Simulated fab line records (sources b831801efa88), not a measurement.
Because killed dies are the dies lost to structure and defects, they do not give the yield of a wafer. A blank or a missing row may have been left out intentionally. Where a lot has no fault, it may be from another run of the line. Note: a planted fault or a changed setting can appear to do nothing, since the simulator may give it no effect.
2 desks looking at one fault + flow sky130 + each desk holds nothing but its own numbers, with what lay behind them at the end

DESK OF THE TOOL OWNER: pvd-sputter-04
The tool's own readings at SKY_METAL1_SPUTTER_02 (material AlCu, target thk 250 nm, time 13.3 s): means of the sampled wafers that have a number, for each lot that ran on this tool. If a lot's mean is further than 4 standard deviations from the usual mean, the lot is out of limits and carries the mark OUT (the distance appears in the brackets).
Columns: A = throttle-valve-pct at SKY_METAL1_SPUTTER_02, usual 30.5 %
| lot  | first seen here | A    |
|------|-----------------|------|
| L161 | day 33 05:47    | 29.2 |
| L162 | day 36 12:44    | 30.4 |
| L165 | day 36 16:50    | 30.4 |
Result from this desk: across the 3 lots, nothing is out of limits.

METROLOGY DESK
Means of the sampled wafers that have a number, per lot and without regard to the tool the lot ran on: this is what the gauges read. If a lot's mean is further than 4 standard deviations from the usual mean, the lot is out of limits and carries the mark OUT (the distance appears in the brackets).
Columns: A = CONTACT_W_RS at SKY_CONTACT_RS_MEAS_25, usual 0.339 ohm/sq; B = CONTACT_W_THK at SKY_CONTACT_THK_MEAS_26, usual 334 nm; C = METAL1_ALCU_RS at SKY_METAL1_RS_MEAS_05, usual 0.1274 ohm/sq; D = METAL1_ALCU_THK at SKY_METAL1_THK_MEAS_06, usual 243 nm; E = cd-nm at SKY_METAL1_CD_MEAS_15, usual 139.8 nm; F = METAL1_OVL at SKY_METAL1_OVL_MEAS_16, usual 1 nm
| lot  | first seen here | A     | B   | C      | D   | E     | F  |
|------|-----------------|-------|-----|--------|-----|-------|----|
| L161 | day 33 05:13    | 0.336 | 344 | 0.1265 | 245 | 139.9 | -7 |
| L162 | day 36 12:14    | 0.345 | 332 | 0.1252 | 249 | 139.6 | -5 |
| L165 | day 36 16:20    | 0.342 | 335 | 0.1293 | 241 | 138.8 | -4 |
| L176 | day 37 04:29    | 0.339 | 335 | 0.1288 | 243 | 139.0 | -3 |
| L177 | day 37 12:55    | 0.341 | 333 | 0.1277 | 243 | 138.2 | 5  |
Result from this desk: across the 5 lots, nothing is out of limits.

ALL TOGETHER
The desk of the tool owner found nothing out of limits.
From the metrology desk's view, nothing was out of limits.

WHAT THE SIMULATOR PUT IN
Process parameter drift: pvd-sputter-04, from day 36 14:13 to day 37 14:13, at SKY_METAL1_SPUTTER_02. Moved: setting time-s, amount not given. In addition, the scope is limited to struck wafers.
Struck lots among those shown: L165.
